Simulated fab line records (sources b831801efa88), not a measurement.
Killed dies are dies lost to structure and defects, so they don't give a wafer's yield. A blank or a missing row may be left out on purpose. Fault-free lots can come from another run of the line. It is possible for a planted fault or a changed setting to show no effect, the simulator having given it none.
2 desks looking at one fault :: flow sky130 :: numbers are kept per desk, each desk with only its own; the story behind them comes last

## DESK OF THE TOOL OWNER: rieDiel-01
The tool's own readings at SKY_PASSIVATION_ETCH_11 (etches the open film in CF4/O2, stops on AlCu, target depth 725 nm, time 161.1 s): means of the sampled wafers that have a number, for each lot that ran on this tool. The brackets show how far a lot's mean lies from the usual mean; more than 4 standard deviations puts the lot out of limits, marked OUT.
Columns: A = drypumpMotorCurrentA at SKY_PASSIVATION_ETCH_11, usual 5.8 A; B = oesProductAu at SKY_PASSIVATION_ETCH_11, usual 0.979 a.u.; C = runLengthS at SKY_PASSIVATION_ETCH_11, usual 189.3 s; D = throttleValvePct at SKY_PASSIVATION_ETCH_11, usual 5.965 %
lot: L509
first seen here: day 45 21:40
A: 5.6
B: 0.980
C: 189.4
D: 5.969

lot: L516
first seen here: day 47 12:22
A: 5.6
B: 0.979
C: 189.0
D: 5.967

lot: L518
first seen here: day 47 13:22
A: 5.6
B: 0.978
C: 189.3
D: 5.969

lot: L526
first seen here: day 49 14:22
A: 5.4
B: 0.991
C: 181.6 (-18) OUT
D: 5.957

lot: L528
first seen here: day 49 21:25
A: 5.6
B: 0.994
C: 181.3 (-19) OUT
D: 5.972
This desk's verdict: out of limits on L526, L528, starting with L526 at day 49 14:22 (runLengthS at SKY_PASSIVATION_ETCH_11). In limits: L509, L516, L518.

## AT THE METROLOGY DESK
What the gauges read for every lot (on any tool): the sampled wafers with a number, averaged. The brackets show how far a lot's mean lies from the usual mean; more than 4 standard deviations puts the lot out of limits, marked OUT.
Columns: A = METAL1_ALCU_RS at SKY_METAL1_RS_MEAS_05, usual 0.1271 ohm/sq
lot: L507
first seen here: day 31 18:46
A: 0.1274

lot: L508
first seen here: day 32 04:22
A: 0.1256

lot: L509
first seen here: day 32 23:15
A: 0.1283

lot: L512
first seen here: day 33 12:38
A: 0.1277

lot: L514
first seen here: day 34 12:20
A: 0.1265

lot: L516
first seen here: day 34 22:14
A: 0.1281

lot: L517
first seen here: day 35 02:46
A: 0.1280

lot: L518
first seen here: day 35 06:33
A: 0.1269

lot: L526
first seen here: day 38 00:13
A: 0.1277

lot: L528
first seen here: day 38 07:12
A: 0.1280

lot: L529
first seen here: day 38 17:30
A: 0.1277
This desk found nothing out of limits on any of the 11 lots.

## BROUGHT TOGETHER
On L526, L528, at day 49 14:22, an alarm was possible from the tool owner's desk.
The metrology desk saw nothing out of limits.
The metrology desk holds a record of L526, L528, inside its limits.
The lots listed all ran SKY_PASSIVATION_ETCH_11 on rieDiel-01.

## WHAT THE SIMULATOR HAD INSERTED
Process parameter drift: rieDiel-01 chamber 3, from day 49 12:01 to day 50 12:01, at SKY_PASSIVATION_ETCH_11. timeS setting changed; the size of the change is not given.
Struck lots among those shown: L526, L528.
Time in hours from fault onset to the first out-of-limits reading at each desk: the tool owner's desk, 2.
